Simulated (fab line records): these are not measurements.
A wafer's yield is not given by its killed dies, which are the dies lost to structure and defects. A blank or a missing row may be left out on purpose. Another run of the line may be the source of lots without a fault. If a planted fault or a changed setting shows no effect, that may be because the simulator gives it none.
What tool caused it? + flow sky130 + Sampling: 11 lots, 33 wafers, 6 of 708 route steps

WHAT EACH GAUGE READ, for each wafer
SKY_VIA3_CD_MEAS_12: the cd target is 200 nm.
| lot  | measured     | on       | cdNm (nm)         |
|------|--------------|----------|-------------------|
| L951 | day 40 07:06 | cdSem-02 | 199.6 200.9 199.9 |
| L952 | day 40 12:02 | cdSem-01 | 198.7 200.5 201.6 |
| L953 | day 40 16:14 | cdSem-02 | 199.7 200.7 200.1 |
| L954 | day 40 19:58 | cdSem-02 | 199.3 199.0 200.0 |
| L964 | day 43 13:41 | cdSem-01 | 200.5 201.8 201.3 |
| L966 | day 44 09:05 | cdSem-02 | 197.4 196.7 198.5 |
| L967 | day 44 12:41 | cdSem-02 | 199.5 200.5 199.3 |
| L968 | day 44 16:36 | cdSem-01 | 198.4 197.9 197.7 |
| L969 | day 44 19:20 | cdSem-01 | 201.2 201.6 201.2 |
| L971 | day 45 14:08 | cdSem-02 | 197.6 197.4 197.9 |
| L972 | day 45 16:11 | cdSem-01 | 201.3 201.3 202.4 |

SKY_VIA3_RS_MEAS_22: measurement is done with a four-point probe.
| lot  | measured     | on           | VIA3_W_RS (ohm/sq)   |
|------|--------------|--------------|----------------------|
| L951 | day 40 08:11 | filmMetro-02 | 0.2979 0.2932 0.2980 |
| L952 | day 40 13:04 | filmMetro-03 | 0.2904 0.1729 0.2927 |
| L953 | day 40 17:16 | filmMetro-04 | 0.2970 0.1756 0.1743 |
| L954 | day 40 21:00 | filmMetro-03 | 0.2923 0.2953 0.1738 |
| L964 | day 43 14:49 | filmMetro-03 | 0.2909 0.2913 0.2932 |
| L966 | day 44 10:09 | filmMetro-03 | 0.2976 0.2961 0.2926 |
| L967 | day 44 13:43 | filmMetro-03 | 0.2904 0.2910 0.2940 |
| L968 | day 44 17:38 | filmMetro-03 | 0.2969 0.2960 0.2955 |
| L969 | day 44 20:22 | filmMetro-04 | 0.3006 0.2966 0.2996 |
| L971 | day 45 15:10 | filmMetro-04 | 0.2924 0.2986 0.3000 |
| L972 | day 45 17:14 | filmMetro-03 | 0.2949 0.2915 0.2945 |

SKY_VIA3_THK_MEAS_23: measures by xrf.
| lot  | measured     | on           | VIA3_W_THK (nm) |
|------|--------------|--------------|-----------------|
| L951 | day 40 08:16 | filmMetro-02 | 377 380 376     |
| L952 | day 40 13:10 | filmMetro-03 | 391 - 387       |
| L953 | day 40 17:22 | filmMetro-04 | 384 - -         |
| L954 | day 40 21:07 | filmMetro-03 | 391 385 -       |
| L964 | day 43 14:55 | filmMetro-03 | 395 392 390     |
| L966 | day 44 10:15 | filmMetro-03 | 391 388 396     |
| L967 | day 44 13:49 | filmMetro-03 | 401 397 395     |
| L968 | day 44 17:44 | filmMetro-03 | 389 388 390     |
| L969 | day 44 20:29 | filmMetro-04 | 380 385 380     |
| L971 | day 45 15:17 | filmMetro-04 | 385 381 376     |
| L972 | day 45 17:22 | filmMetro-03 | 388 393 387     |

TOOL THAT RAN EACH LOT (tool first, then ch and the chambers of the sampled wafers, then the start)
| lot  | SKY_METAL1_SPUTTER_04       | SKY_METAL2_SPUTTER_00       | SKY_VIA3_CVD_21              |
|------|-----------------------------|-----------------------------|------------------------------|
| L951 | pvdSputter-01, day 32 09:27 | pvdSputter-01, day 34 19:03 | cvdW-02 ch 0,1, day 40 08:02 |
| L952 | pvdSputter-02, day 32 16:01 | pvdSputter-02, day 34 23:56 | cvdW-02 ch 0,1, day 40 12:56 |
| L953 | pvdSputter-04, day 32 19:31 | pvdSputter-03, day 35 03:27 | cvdW-02 ch 0,1, day 40 17:08 |
| L954 | pvdSputter-02, day 33 01:47 | pvdSputter-01, day 35 09:35 | cvdW-02 ch 0,1, day 40 20:51 |
| L964 | pvdSputter-02, day 35 23:39 | pvdSputter-01, day 38 06:28 | cvdW-01 ch 0,1, day 43 14:42 |
| L966 | pvdSputter-01, day 36 22:03 | pvdSputter-02, day 39 04:53 | cvdW-01 ch 0,1, day 44 10:02 |
| L967 | pvdSputter-01, day 37 00:57 | pvdSputter-02, day 39 07:59 | cvdW-01 ch 0,1, day 44 13:35 |
| L968 | pvdSputter-01, day 37 06:42 | pvdSputter-02, day 39 12:48 | cvdW-01 ch 0,1, day 44 17:29 |
| L969 | pvdSputter-02, day 37 11:46 | pvdSputter-02, day 39 17:18 | cvdW-02 ch 0,1, day 44 20:15 |
| L971 | pvdSputter-02, day 38 08:00 | pvdSputter-01, day 40 12:46 | cvdW-02 ch 0,1, day 45 15:03 |
| L972 | pvdSputter-04, day 38 09:38 | pvdSputter-01, day 40 14:37 | cvdW-02 ch 0,1, day 45 17:07 |
- SKY_METAL1_SPUTTER_04: material TiN, target thk 70 nm, time 58.3 s.
- SKY_METAL2_SPUTTER_00: material Ti, target thk 15 nm, time 10 s.
- SKY_VIA3_CVD_21: deposits W, target thk 390 nm, time 117.31 s.

AS READ BY THE TOOLS THEMSELVES (means over the sampled wafers that have a number; for cases with no such wafer, the mark the record gives instead)
SKY_METAL1_SPUTTER_04.
| lot  | tool          | throttleValvePct (%) |
|------|---------------|----------------------|
| L951 | pvdSputter-01 | 30.8                 |
| L952 | pvdSputter-02 | 29.2                 |
| L953 | pvdSputter-04 | 30.6                 |
| L954 | pvdSputter-02 | 30.3                 |
| L964 | pvdSputter-02 | 29.1                 |
| L966 | pvdSputter-01 | 30.3                 |
| L967 | pvdSputter-01 | 29.4                 |
| L968 | pvdSputter-01 | 29.9                 |
| L969 | pvdSputter-02 | 29.5                 |
| L971 | pvdSputter-02 | 30.5                 |
| L972 | pvdSputter-04 | 30.1                 |

SKY_METAL2_SPUTTER_00.
| lot  | tool          | throttleValvePct (%) |
|------|---------------|----------------------|
| L951 | pvdSputter-01 | 31.5                 |
| L952 | pvdSputter-02 | 30.0                 |
| L953 | pvdSputter-03 | 30.5                 |
| L954 | pvdSputter-01 | 30.8                 |
| L964 | pvdSputter-01 | 30.6                 |
| L966 | pvdSputter-02 | 29.4                 |
| L967 | pvdSputter-02 | 29.6                 |
| L968 | pvdSputter-02 | 29.6                 |
| L969 | pvdSputter-02 | 29.5                 |
| L971 | pvdSputter-01 | 30.9                 |
| L972 | pvdSputter-01 | 29.8                 |

SKY_VIA3_CVD_21.
| lot  | tool    | heaterPowerW (W) |
|------|---------|------------------|
| L951 | cvdW-02 | 803              |
| L952 | cvdW-02 | 786              |
| L953 | cvdW-02 | 778              |
| L954 | cvdW-02 | 765              |
| L964 | cvdW-01 | 813              |
| L966 | cvdW-01 | 827              |
| L967 | cvdW-01 | 805              |
| L968 | cvdW-01 | 830              |
| L969 | cvdW-02 | 810              |
| L971 | cvdW-02 | 809              |
| L972 | cvdW-02 | 804              |

THE ANSWER, worked out from the rows above alone
Rule: what is usual is taken from the lots themselves. Put in order of their means at a reading, lots are off if they are a third of the lots or fewer, leave a main group of 4 or more, and stand apart from it by a gap of 3 or more times the standard deviation of the main group's means; of several such gaps the widest counts. A main group whose means are all the same, to the digits that the tables above print for the reading, isn't used. Also off: a lot with no number at a reading for which 4 or more lots have one. Any other lot the step has rows for is counted as sound. The gauges are gone through in route order, then the tools' own readings, and for those a lot's mean is taken as printed above. At the first step where some lot is off, the reading lying furthest off is the one used; lots without a number count as furthest.
Off: L952, L953, L954, at SKY_VIA3_RS_MEAS_22 (VIA3_W_RS). Mean 0.2951 ohm/sq and standard deviation 0.0024 in the main group.
If a tool, at a process step before that reading, ran all the lots that are off and no sound lot after the first of them, it fits. Those tools and the gauges at SKY_VIA3_RS_MEAS_22 are tried in the same way. Of those tried, none fits.

WHAT THE SIMULATOR HAD INSERTED
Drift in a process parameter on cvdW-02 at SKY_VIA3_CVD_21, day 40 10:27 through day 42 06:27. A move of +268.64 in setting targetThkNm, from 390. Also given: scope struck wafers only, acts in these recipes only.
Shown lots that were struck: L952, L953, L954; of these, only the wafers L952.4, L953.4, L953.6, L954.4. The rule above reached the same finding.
